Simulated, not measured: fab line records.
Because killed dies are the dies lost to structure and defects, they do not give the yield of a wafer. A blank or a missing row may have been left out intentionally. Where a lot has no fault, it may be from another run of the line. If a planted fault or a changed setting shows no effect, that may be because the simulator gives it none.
Comparing a struck lot with a sound one / flow sky130 / 26 out of 708 route steps
Sound: these wafers, L666.1, L666.2, L666.5. Struck: wafers L678.3, L678.6 (left out: L678.5, a lot-mate that was not struck); the cause follows at the end.
Per side, at each step with rows, come the tool, then ch with its chambers, and then its first start. Under that, the readings that differ: sound wafers / struck wafers / difference of the means / sigmas: that difference in standard deviations of wafers without a fault.
alike: words and numbers the same on both sides, and readings whose means are apart by under 2 such deviations; not compared: readings that were withheld, readings missing a value for some wafer, numbers with overlapping values and no deviation given by the record, and bounds like >300 which may hide the same value.
A row with sigmas, a row that says differs or no value, or rows on one side alone: a step with any of these is where the two part. When numbers do not overlap yet have no deviation, they are printed without sigmas and do not part them. A reading missing from all wafers of one side parts the sides only when that side holds two or more wafers.

SKY_LOCAL_INTERCONNECT_STRIP_15: strips in O2/N2.
  sound on plasma_asher-02 ch 0,1, day 31 23:40; struck on plasma_asher-02 ch 0,1, day 35 10:22
  alike: drypump_motor_current_A, n2_flow_sccm, oes_product_au, strip_time_to_endpoint_s
  not compared: rf_hours_counter_h
then, 3 steps without rows for these wafers: SKY_LOCAL_INTERCONNECT_STRIP_16 (strips in post etch residue remover, time 1200 s); SKY_LOCAL_INTERCONNECT_CLEAN_17 (cleans in IPA, time 180 s); SKY_LOCAL_INTERCONNECT_CLEAN_18 (cleans in O3/DIW).
SKY_CONTACT_CVD_00: deposits Si3N4, target thk 75 nm.
  sound on pecvd-04 ch 0,1,2, day 32 00:16; struck on pecvd-04 ch 1,2, day 35 10:58
  alike: heater_power_w, rf_fwd_power_W
SKY_CONTACT_THK_MEAS_01:
  sound on film_metro-01, day 32 00:18; struck on film_metro-03, day 35 11:01
  alike: CONTACT_CVD_00_THK
then, 1 step without rows for these wafers: SKY_CONTACT_HDPCVD_02 (deposits SiO2, target thk 565 nm, time 94.2 s).
SKY_CONTACT_THK_MEAS_03:
  sound on film_metro-03, day 32 00:25; struck on film_metro-01, day 35 11:08
  alike: CONTACT_HDPCVD_THK
SKY_CONTACT_CMP_04: polishes SiO2.
  sound on cmp-01 ch 0,1,2, day 32 00:29; struck on cmp-01 ch 1,3, day 35 11:20
  alike: edge_zone_pressure_frac, motor_current_A, platen_rpm, time_to_endpoint_s
SKY_CONTACT_BOW_MEAS_05:
  sound on film_metro-01, day 32 00:47; struck on film_metro-03, day 35 11:31
  alike: CONTACT_BOW
then, 2 steps without rows for these wafers: SKY_CONTACT_DEHYDRATE_06 (time 60 s); SKY_CONTACT_HMDS_07 (prime time 60 s).
SKY_CONTACT_COAT_08: resist thk 60 nm.
  sound on litho_track-01 ch 0, day 32 13:28; struck on litho_track-01 ch 0, day 36 00:13
  not compared: resist_line_temp_C
then, 5 steps without rows for these wafers: SKY_CONTACT_COAT_09 (resist thk 450 nm); SKY_CONTACT_SOFTBAKE_10 (time 90 s); SKY_CONTACT_EXPOSE_11 (exposes mask CTM1, target cd 170 nm); SKY_CONTACT_PEB_12; SKY_CONTACT_DEVELOP_13 (develop time 60 s).
SKY_CONTACT_CD_MEAS_14: the cd target is 170 nm.
  sound on cd_sem-01, day 33 03:16; struck on cd_sem-01, day 36 14:07
  alike: cd_nm
SKY_CONTACT_OVL_MEAS_15:
  sound on overlay-02, day 33 03:23; struck on overlay-01, day 36 14:13
reading=CONTACT_OVL (nm); sound=2 -6 8; struck=-13 -8; difference=-12; sigmas=-2
SKY_CONTACT_ETCH_16: etches BARC in N2/H2, stops on SiO2, time 45.9 s, target depth 60 nm.
  sound on rie_diel-04 ch 0,1,3, day 33 03:25; struck on rie_diel-04 ch 2,3, day 36 14:14
reading=oes_product_au (a.u.); sound=0.858 0.855 0.850; struck=0.973 0.971; difference=+0.118; sigmas=+27
reading=model.etch.depth_nm (nm); sound=60.09 60.16 60.08; struck=74.62 74.42; difference=+14.41; sigmas=
  alike: drypump_motor_current_A, n2_flow_sccm, rf_fwd_power_W, throttle_valve_pct
  not compared: rf_hours_counter_h
SKY_CONTACT_ETCH_17: etches SiO2 in C4F8/O2/Ar, stops on Si3N4, target depth 340 nm.
  sound on rie_diel-04 ch 0,1,3, day 33 03:28; struck on rie_diel-04 ch 2,3, day 36 14:16
  alike: oes_product_au, rf_fwd_power_W
SKY_CONTACT_ETCH_18: etches Si3N4 in CHF3/O2, stops on TiN, time 39 s, target depth 75 nm.
  sound on rie_diel-04 ch 0,1,3; struck on rie_diel-04 ch 2,3
reading=rf_fwd_power_W (W); sound=596.4 597.1 592.8; struck=591.2 589.6; difference=-5.0; sigmas=-2
  alike: drypump_motor_current_A, oes_product_au, throttle_valve_pct
  not compared: rf_hours_counter_h
SKY_CONTACT_STRIP_19: strips in O2/N2.
  sound on plasma_asher-01 ch 0,1, day 33 03:33; struck on plasma_asher-03 ch 0, day 36 14:23
reading=drypump_motor_current_A (A); sound=5.5 5.8 5.8; struck=5.0 5.0; difference=-0.7; sigmas=-2
reading=oes_product_au (a.u.); sound=0.377 0.374 0.374; struck=0.385 0.386; difference=+0.011; sigmas=+2
reading=strip_time_to_endpoint_s (s); sound=3.617 3.561 3.572; struck=3.760 3.751; difference=+0.172; sigmas=+6
  alike: n2_flow_sccm
  not compared: rf_hours_counter_h
then, 2 steps without rows for these wafers: SKY_CONTACT_STRIP_20 (strips in post etch residue remover, time 1200 s); SKY_PAD_OPEN_PROBE_99.

== WHERE THEY PART ==
At SKY_CONTACT_OVL_MEAS_15 first; at SKY_CONTACT_STRIP_19 last (within this record only).

WHY: what the simulator had put in
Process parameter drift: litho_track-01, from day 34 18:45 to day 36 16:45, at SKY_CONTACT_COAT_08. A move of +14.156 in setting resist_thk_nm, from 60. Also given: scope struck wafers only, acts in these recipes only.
